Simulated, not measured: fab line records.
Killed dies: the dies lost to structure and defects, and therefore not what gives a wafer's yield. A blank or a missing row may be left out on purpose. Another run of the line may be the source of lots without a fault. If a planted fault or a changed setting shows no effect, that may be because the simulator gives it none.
Chamber matching | flow gf180mcu | GF_V3_CMP_26 on cmp-02: 4 sister chambers
The step polishes, stops on SiO2, t overpolish 15 s, target thk 0 nm. 4 wafers are shown with their chamber, then 8 later ones without.

== WAFERS WITH THEIR CHAMBER ==
wafer  | chamber | motorCurrentA (A)
L081.3 | 2       | 12.4
L082.1 | 1       | 10.4
L082.3 | 3       | 12.2
L083.2 | 0       | 11.1

== WAFERS MISSING THEIR CHAMBER ==
wafer  | motorCurrentA (A)
L083.3 | 11.7
L083.4 | 10.0
L086.1 | 11.9
L086.3 | 13.0
L086.5 | 12.5
L092.3 | 10.6
L092.4 | 10.8
L092.6 | 13.2

== CHAMBER TAKEN BY EACH ==
wafer  | from the rows above               | in truth
L083.3 | can't be placed: 3 or 0 or 2 or 1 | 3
L083.4 | can't be placed: 1 or 0           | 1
L086.1 | can't be placed: 3 or 2 or 0      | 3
L086.3 | can't be placed: 2 or 3           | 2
L086.5 | can't be placed: 2 or 3           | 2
L092.3 | can't be placed: 1 or 0           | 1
L092.4 | can't be placed: 0 or 1           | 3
L092.6 | can't be placed: 2 or 3           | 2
Correct placement for 0 of the 8. These rows do not allow placing 8 (true chamber among the candidates in 7). Wrongly placed: 0.
How it was worked out, from the rows above alone: a wafer's distance from a chamber is the root of the sum, over the readings, of the square of ((its reading less the chamber's mean) divided by the reading's scatter). If the next closest chamber is less than 2 further off than the closest, the wafer can't be placed; otherwise it belongs to the closest. For every chamber, the mean is computed from those of its wafers that are shown. The scatter: with one shown wafer a chamber, the root of the mean of the squares of how far each hidden wafer lies from its nearest shown one.
